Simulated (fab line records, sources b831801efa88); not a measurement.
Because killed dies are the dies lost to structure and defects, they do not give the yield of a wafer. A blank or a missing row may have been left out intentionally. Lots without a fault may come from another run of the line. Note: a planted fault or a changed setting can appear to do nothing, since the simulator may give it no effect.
The tool behind it: which one? ; flow gf180mcu ; Sampling: 13 lots, 39 wafers, 4 of 602 route steps

== WHAT THE GAUGES SHOWED, per wafer ==
GF_STI_CD_MEAS_12: the cd target is 220 nm.
lot;measured;on;cdNm (nm)
L412;day 2 02:15;cdSem-02;219.7 220.6 220.2
L413;day 2 06:15;cdSem-02;219.9 220.5 218.3
L414;day 2 11:09;cdSem-01;222.2 221.3 220.7
L415;day 2 19:00;cdSem-02;219.4 219.0 219.7
L420;day 3 18:45;cdSem-02;219.2 218.9 218.2
L421;day 3 23:54;cdSem-01;219.3 221.0 220.3
L422;day 4 04:33;cdSem-01;218.4 219.1 220.7
L425;day 4 20:56;cdSem-02;220.4 219.6 220.9
L427;day 5 06:57;cdSem-02;216.4 217.1 217.3
L429;day 5 17:38;cdSem-01;220.7 221.5 221.0
L430;day 5 21:44;cdSem-01;217.7 218.4 217.5
L433;day 6 13:37;cdSem-01;220.9 220.1 220.9
L435;day 7 00:20;cdSem-01;222.0 221.6 220.3

GF_NWELL_OVL_MEAS_07.
lot;measured;on;NWELL_OVL (nm)
L412;day 3 09:17;overlay-01;-2.1 0.9 -1.8
L413;day 3 14:40;overlay-01;-1.6 -2.7 -1.4
L414;day 3 17:48;overlay-02;-2.6 -1.9 -1.6
L415;day 4 01:26;overlay-02;-0.8 -0.1 0.0
L420;day 5 02:32;overlay-02;-2.1 -3.5 -2.5
L421;day 5 10:26;overlay-02;-0.8 -3.2 -1.1
L422;day 5 15:40;overlay-02;-1.0 -1.2 -1.4
L425;day 6 06:53;overlay-01;- - -
L427;day 6 17:06;overlay-01;-3.7 -2.0 -2.5
L429;day 7 03:56;overlay-01;- - -
L430;day 7 09:22;overlay-01;-0.7 -1.1 -2.2
L433;day 8 02:34;overlay-01;-0.3 -1.6 -0.9
L435;day 8 14:54;overlay-01;-2.0 -2.7 -3.7

== EACH LOT AND THE TOOL THAT RAN IT (in order: tool; ch and the chambers of the sampled wafers; start) ==
lot;GF_STI_ETCH_14;GF_NWELL_DEVELOP_06
L412;rieSi-01 ch 2,3, day 2 02:27;lithoTrack-02 ch 0, day 3 09:00
L413;rieSi-02 ch 2,3, day 2 06:27;lithoTrack-04 ch 0, day 3 14:00
L414;rieSi-02 ch 1,2,3, day 2 11:21;lithoTrack-03 ch 0, day 3 17:00
L415;rieSi-02 ch 2,3, day 2 19:12;lithoTrack-02 ch 0, day 4 01:00
L420;rieSi-02 ch 1,3, day 3 18:57;lithoTrack-02 ch 0, day 5 02:00
L421;rieSi-02 ch 0,1,2, day 4 00:05;lithoTrack-04 ch 0, day 5 10:00
L422;rieSi-02 ch 1,2, day 4 04:45;lithoTrack-04 ch 0, day 5 15:00
L425;rieSi-01 ch 1,3, day 4 21:08;lithoTrack-02 ch 0, day 6 06:00
L427;rieSi-02 ch 0,2,3, day 5 07:09;lithoTrack-03 ch 0, day 6 16:00
L429;rieSi-02 ch 2,3, day 5 17:50;lithoTrack-02 ch 0, day 7 03:00
L430;rieSi-02 ch 0,2,3, day 5 21:55;lithoTrack-03 ch 0, day 7 09:00
L433;rieSi-01 ch 0,1,2, day 6 13:49;lithoTrack-04 ch 0, day 8 02:00
L435;rieSi-02 ch 1,2,3, day 7 00:32;lithoTrack-03 ch 0, day 8 14:00
- GF_STI_ETCH_14: etches Si in HBr/Cl2/O2, target depth 360 nm, time 102.9 s.
- GF_NWELL_DEVELOP_06: develop time 60 s.

== WHAT THE TOOLS THEMSELVES READ (means of the sampled wafers that have a number; where no wafer has one, the mark that the record gives instead) ==
GF_STI_ETCH_14.
lot;tool;drypumpMotorCurrentA (A);oesProductAu (a.u.);throttleValvePct (%)
L412;rieSi-01;5.1;1.003;25.656
L413;rieSi-02;5.7;0.999;25.659
L414;rieSi-02;5.8;1.000;25.667
L415;rieSi-02;5.7;0.990;25.661
L420;rieSi-02;5.9;0.992;25.660
L421;rieSi-02;5.4;0.999;25.652
L422;rieSi-02;5.9;0.999;25.647
L425;rieSi-01;5.7;0.992;25.656
L427;rieSi-02;5.4;0.993;25.663
L429;rieSi-02;5.7;0.991;25.656
L430;rieSi-02;5.4;0.996;25.668
L433;rieSi-01;5.7;0.996;25.656
L435;rieSi-02;5.8;1.004;25.646

GF_NWELL_DEVELOP_06.
lot;tool;exhaustPa (Pa)
L412;lithoTrack-02;44.5
L413;lithoTrack-04;45.2
L414;lithoTrack-03;44.8
L415;lithoTrack-02;46.1
L420;lithoTrack-02;43.2
L421;lithoTrack-04;46.1
L422;lithoTrack-04;44.8
L425;lithoTrack-02;45.0
L427;lithoTrack-03;44.0
L429;lithoTrack-02;45.3
L430;lithoTrack-03;46.4
L433;lithoTrack-04;44.6
L435;lithoTrack-03;44.1

== THE ANSWER, worked out from the rows above alone ==
Rule: the usual values come from the lots themselves. The widest of any qualifying gaps counts: lots, ordered by their means at a reading, are off when they make up no more than a third of the lots, leave a main group of 4 or more, and stand apart from it by 3 or more times the standard deviation of that group's means. Not used: any main group whose means are identical at the precision the tables above print for the reading. A lot without any number at a reading at which 4 lots or more have one is off too. Where the step has rows for the other lots, those lots are counted as sound. Order of review: gauges by route order, followed by the tools' own readings, for which a lot's mean as printed above is used. At the first step where some lot is off, the reading lying furthest off is the one used; lots without a number count as furthest.
Off: L425, L429, at GF_NWELL_OVL_MEAS_07 (NWELL_OVL). Without a number there: L425, L429. Mean -1.7 nm and standard deviation 0.79 in the main group.
If a tool, at a process step before that reading, ran all the lots that are off and no sound lot after the first of them, it fits. Gauges at GF_NWELL_OVL_MEAS_07: tried the same way as those tools. One fits: GF_NWELL_DEVELOP_06 on lithoTrack-02. Its last sound lot is L420 (day 5 02:00), its first lot that is off L425 (day 6 06:00): a fault that began between those two fits.

== WHAT THE SIMULATOR HAD INSERTED ==
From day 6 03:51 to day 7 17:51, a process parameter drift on lithoTrack-02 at GF_NWELL_DEVELOP_06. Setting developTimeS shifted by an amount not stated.
Shown lots that were struck: L425, L429. The same result came from the rule above.
